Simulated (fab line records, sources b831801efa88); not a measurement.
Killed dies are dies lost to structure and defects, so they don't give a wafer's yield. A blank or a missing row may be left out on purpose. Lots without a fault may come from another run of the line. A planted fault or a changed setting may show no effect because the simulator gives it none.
Which tool did it? | flow sky130 | 6 lots, 18 wafers sampled, at 4 steps of a route of 708

WHAT THE GAUGES READ, wafer by wafer
SKY_PASSIVATION_THK_MEAS_03.
lot  | measured     | on            | PASSIVATION_CVD_02_THK (nm)
L138 | day 45 01:23 | film_metro-04 | 541 532 551
L140 | day 45 09:12 | film_metro-02 | 547 538 545
L143 | day 46 14:02 | film_metro-04 | 537 547 546
L144 | day 47 11:22 | film_metro-02 | 533 545 543
L147 | day 47 16:23 | film_metro-04 | 531 532 543
L158 | day 49 23:34 | film_metro-04 | 543 550 558

WHICH TOOL RAN EACH LOT (tool, then ch and the chambers of the sampled wafers, then the start)
lot  | SKY_CAPM_CLEAN_17               | SKY_METAL4_DESCUM_15              | SKY_PASSIVATION_CVD_02
L138 | wet_bench-03 ch 3, day 38 17:43 | rie_metal-03 ch 0,1, day 42 23:18 | pecvd-01 ch 0,1, day 45 01:08
L140 | wet_bench-03 ch 1, day 39 03:02 | rie_metal-02 ch 0,1, day 43 08:31 | pecvd-01 ch 0,1,2, day 45 08:59
L143 | wet_bench-01 ch 2, day 40 16:31 | rie_metal-04 ch 0, day 44 16:25   | pecvd-02 ch 0,2, day 46 13:49
L144 | wet_bench-03 ch 1, day 41 15:29 | rie_metal-04 ch 0,1, day 45 14:22 | pecvd-01 ch 0,2, day 47 11:08
L147 | wet_bench-03 ch 0, day 41 20:54 | rie_metal-04 ch 0,1, day 45 19:19 | pecvd-01 ch 0,1, day 47 16:09
L158 | wet_bench-01 ch 3, day 44 18:28 | rie_metal-02 ch 0,1, day 48 07:34 | pecvd-03 ch 0,1, day 49 23:20
- SKY_CAPM_CLEAN_17: cleans in O3/DIW.
- SKY_METAL4_DESCUM_15: chemistry O2, time 8 s.
- SKY_PASSIVATION_CVD_02: deposits Si3N4, target thk 540 nm.

THE ANSWER, worked out from the rows above alone
Rule: what is usual is taken from the lots themselves. Put in order of their means at a reading, lots are off if they are a third of the lots or fewer, leave a main group of 4 or more, and stand apart from it by a gap of 3 or more times the standard deviation of the main group's means; of several such gaps the widest counts. A main group whose means are all the same, to the digits that the tables above print for the reading, isn't used. A lot without any number at a reading at which 4 lots or more have one is off too. The other lots that the step has rows for count as sound.
No lot is off at any reading shown: from this, nothing can be told.

WHAT THE SIMULATOR HAD PUT IN
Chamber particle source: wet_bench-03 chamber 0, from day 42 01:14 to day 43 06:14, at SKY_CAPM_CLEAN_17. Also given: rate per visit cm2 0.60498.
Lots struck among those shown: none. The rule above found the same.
